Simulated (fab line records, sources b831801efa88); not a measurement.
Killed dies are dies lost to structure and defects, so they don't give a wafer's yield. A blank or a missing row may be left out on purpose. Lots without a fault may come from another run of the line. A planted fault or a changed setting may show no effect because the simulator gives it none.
Which tool did it? | flow gf180mcu | 12 lots, 36 wafers sampled, at 5 steps of a route of 602

WHAT THE GAUGES READ, wafer by wafer
GF_SALICIDE_THK_MEAS_05: measures by xrf.
lot  | measured     | on            | SALICIDE_TIN_THK (nm)
L940 | day 15 11:43 | film_metro-03 | 20.51 20.32 20.30
L941 | day 15 15:47 | film_metro-03 | 20.32 20.37 20.67
L943 | day 16 00:00 | film_metro-04 | 20.73 20.57 20.64
L942 | day 16 03:05 | film_metro-04 | 20.43 20.43 20.45
L945 | day 16 23:09 | film_metro-04 | 20.60 20.61 20.84
L955 | day 20 21:26 | film_metro-03 | 21.38 21.20 21.34
L954 | day 20 23:02 | film_metro-01 | 20.30 20.14 20.49
L959 | day 22 09:22 | film_metro-04 | 20.32 20.50 20.43
L961 | day 22 13:14 | film_metro-04 | 21.07 20.80 20.66
L960 | day 22 16:43 | film_metro-03 | 20.69 20.25 20.22
L962 | day 23 04:16 | film_metro-03 | 20.40 20.80 20.68
L963 | day 23 12:50 | film_metro-03 | 20.63 20.50 20.42

GF_CONTACT_OVL_MEAS_15.
lot  | measured     | on         | CONTACT_OVL (nm)
L940 | day 16 10:49 | overlay-02 | -3 0 0
L941 | day 16 15:13 | overlay-02 | -9 -8 -13
L943 | day 16 23:46 | overlay-02 | -10 -5 -11
L942 | day 17 02:59 | overlay-02 | 0 -1 0
L945 | day 17 23:44 | overlay-01 | -3 -2 -8
L955 | day 21 21:56 | overlay-01 | 3 5 1
L954 | day 21 22:59 | overlay-02 | 0 0 5
L959 | day 23 09:44 | overlay-01 | 13 6 8
L961 | day 23 13:13 | overlay-01 | -5 -4 2
L960 | day 23 15:19 | overlay-01 | 5 12 2
L962 | day 24 02:58 | overlay-01 | -2 1 -5
L963 | day 24 11:50 | overlay-02 | 1 -2 0

GF_CONTACT_RS_MEAS_25: measures by four-point-probe.
lot  | measured     | on            | CONTACT_W_RS (ohm/sq)
L940 | day 16 11:32 | film_metro-02 | 0.381 0.380 0.380
L941 | day 16 15:56 | film_metro-04 | 0.381 0.385 0.388
L943 | day 17 00:29 | film_metro-02 | 0.384 0.386 0.378
L942 | day 17 03:41 | film_metro-04 | 0.299 0.379 0.377 0.299 0.378 0.377
L945 | day 18 00:28 | film_metro-02 | 0.374 0.298 0.376 0.374 0.299 0.376
L955 | day 21 22:38 | film_metro-02 | 0.388 0.380 0.382
L954 | day 21 23:41 | film_metro-01 | 0.377 0.381 0.383
L959 | day 23 10:26 | film_metro-02 | 0.377 0.378 0.377
L961 | day 23 13:56 | film_metro-01 | 0.384 0.392 0.387
L960 | day 23 16:17 | film_metro-04 | 0.379 0.381 0.374
L962 | day 24 03:40 | film_metro-02 | 0.389 0.390 0.388
L963 | day 24 12:38 | film_metro-02 | 0.378 0.381 0.386

GF_CONTACT_THK_MEAS_26: measures by xrf.
lot  | measured     | on            | CONTACT_W_THK (nm)
L940 | day 16 11:39 | film_metro-02 | 304 305 305
L941 | day 16 16:02 | film_metro-04 | 296 294 292
L943 | day 17 00:35 | film_metro-02 | 303 299 307
L942 | day 17 06:59 | film_metro-04 | 378 300 301 378 303 302
L945 | day 18 03:03 | film_metro-02 | 311 388 309 311 388 308
L955 | day 21 22:45 | film_metro-02 | 296 306 302
L954 | day 21 23:48 | film_metro-01 | 308 306 302
L959 | day 23 10:33 | film_metro-02 | 308 307 307
L961 | day 23 14:03 | film_metro-01 | 302 297 301
L960 | day 23 16:25 | film_metro-04 | 300 297 302
L962 | day 24 03:47 | film_metro-02 | 295 292 293
L963 | day 24 12:45 | film_metro-02 | 301 300 298

WHICH TOOL RAN EACH LOT (tool, then ch and the chambers of the sampled wafers, then the start)
lot  | GF_CONTACT_CVD_24
L940 | cvd_w-02 ch 0,1, day 16 11:26
L941 | cvd_w-01 ch 0,1, day 16 15:49
L943 | cvd_w-02 ch 0,1, day 17 00:22
L942 | cvd_w-02 ch 0,1, day 17 03:34
L945 | cvd_w-02 ch 0,1, day 18 00:22
L955 | cvd_w-02 ch 0,1, day 21 22:31
L954 | cvd_w-02 ch 0,1, day 21 23:34
L959 | cvd_w-02 ch 0, day 23 10:19
L961 | cvd_w-01 ch 0,1, day 23 13:50
L960 | cvd_w-02 ch 0,1, day 23 16:11
L962 | cvd_w-02 ch 0,1, day 24 03:34
L963 | cvd_w-01 ch 0, day 24 12:27
- GF_CONTACT_CVD_24: deposits W, target thk 300 nm, time 90.339 s.

WHAT THE TOOLS THEMSELVES READ (means of the sampled wafers that have a number; where no wafer has one, the mark that the record gives instead)
GF_CONTACT_CVD_24.
lot  | tool     | heater_power_w (W)
L940 | cvd_w-02 | 771
L941 | cvd_w-01 | 881
L943 | cvd_w-02 | 772
L942 | cvd_w-02 | 842
L945 | cvd_w-02 | 839
L955 | cvd_w-02 | 859
L954 | cvd_w-02 | 844
L959 | cvd_w-02 | 928
L961 | cvd_w-01 | 830
L960 | cvd_w-02 | 848
L962 | cvd_w-02 | 779
L963 | cvd_w-01 | 794

THE ANSWER, worked out from the rows above alone
Rule: what is usual is taken from the lots themselves. Put in order of their means at a reading, lots are off if they are a third of the lots or fewer, leave a main group of 4 or more, and stand apart from it by a gap of 3 or more times the standard deviation of the main group's means; of several such gaps the widest counts. A main group whose means are all the same, to the digits that the tables above print for the reading, isn't used. A lot without any number at a reading at which 4 lots or more have one is off too. The other lots that the step has rows for count as sound. The gauges are gone through in route order, then the tools' own readings, and for those a lot's mean is taken as printed above. The first step at which some lot is off is used, and at that step the reading that is off furthest; a lot without a number counts as furthest.
Off: L942, L945, at GF_CONTACT_RS_MEAS_25 (CONTACT_W_RS). The main group: mean 0.383 ohm/sq, standard deviation 0.0036.
A tool fits if, at a process step before that reading, it ran every lot that is off, and no sound lot after the first of them. The gauges at GF_CONTACT_RS_MEAS_25 are tried like those tools. None of those tried fits.

WHAT THE SIMULATOR HAD PUT IN
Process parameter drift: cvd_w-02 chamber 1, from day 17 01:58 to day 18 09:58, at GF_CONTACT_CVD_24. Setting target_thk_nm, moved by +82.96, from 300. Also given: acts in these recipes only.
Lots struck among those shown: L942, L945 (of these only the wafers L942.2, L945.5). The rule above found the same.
